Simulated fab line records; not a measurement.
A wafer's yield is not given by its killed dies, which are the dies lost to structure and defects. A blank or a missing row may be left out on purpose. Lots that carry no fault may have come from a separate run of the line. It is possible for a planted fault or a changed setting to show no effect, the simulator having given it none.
What tool caused it?	flow gf180mcu	Sampling: 6 lots, 18 wafers, 3 of 602 route steps

WHAT THE GAUGES SHOWED, per wafer
GF_M1_THK_MEAS_06: measures by xrf.
lot	measured	on	M1_ALCU_THK (nm)
L917	day 17 05:27	film metro-01	440 447 450
L920	day 18 08:10	film metro-04	437 442 441
L922	day 19 06:50	film metro-01	445 447 451
L928	day 21 13:03	film metro-02	435 438 431
L934	day 23 06:13	film metro-01	444 437 444
L936	day 24 11:20	film metro-02	434 446 438

WHICH TOOL RAN EACH LOT (tool, then ch and the chambers of the sampled wafers, then the start)
lot	GF_SAB_COAT_04	GF_SAB_STRIP_13
L917	litho track-04 ch 0, day 15 17:03	plasma asher-03 ch 1, day 16 03:59
L920	litho track-01 ch 0, day 16 18:25	plasma asher-03 ch 0,1, day 17 05:37
L922	litho track-02 ch 0, day 17 14:55	plasma asher-03 ch 0,1, day 18 03:16
L928	litho track-01 ch 0, day 19 21:45	plasma asher-01 ch 0,1, day 20 09:55
L934	litho track-01 ch 0, day 21 14:33	plasma asher-03 ch 0,1, day 22 03:22
L936	litho track-01 ch 0, day 22 21:16	plasma asher-03 ch 0,1, day 23 09:50
- GF_SAB_COAT_04: resist thk 1000 nm.
- GF_SAB_STRIP_13: strips in O2/N2.

THE ANSWER, worked out from the rows above alone
Rule: the lots themselves supply what counts as usual. The widest of any qualifying gaps counts: lots, ordered by their means at a reading, are off when they make up no more than a third of the lots, leave a main group of 4 or more, and stand apart from it by 3 or more times the standard deviation of that group's means. A main group is skipped when, at the precision printed for the reading in the tables above, its means are all equal. A lot without any number at a reading at which 4 lots or more have one is off too. All remaining lots with rows at the step are treated as sound.
No lot is off at any reading shown: from this, nothing can be told.

WHAT THE SIMULATOR HAD PUT IN
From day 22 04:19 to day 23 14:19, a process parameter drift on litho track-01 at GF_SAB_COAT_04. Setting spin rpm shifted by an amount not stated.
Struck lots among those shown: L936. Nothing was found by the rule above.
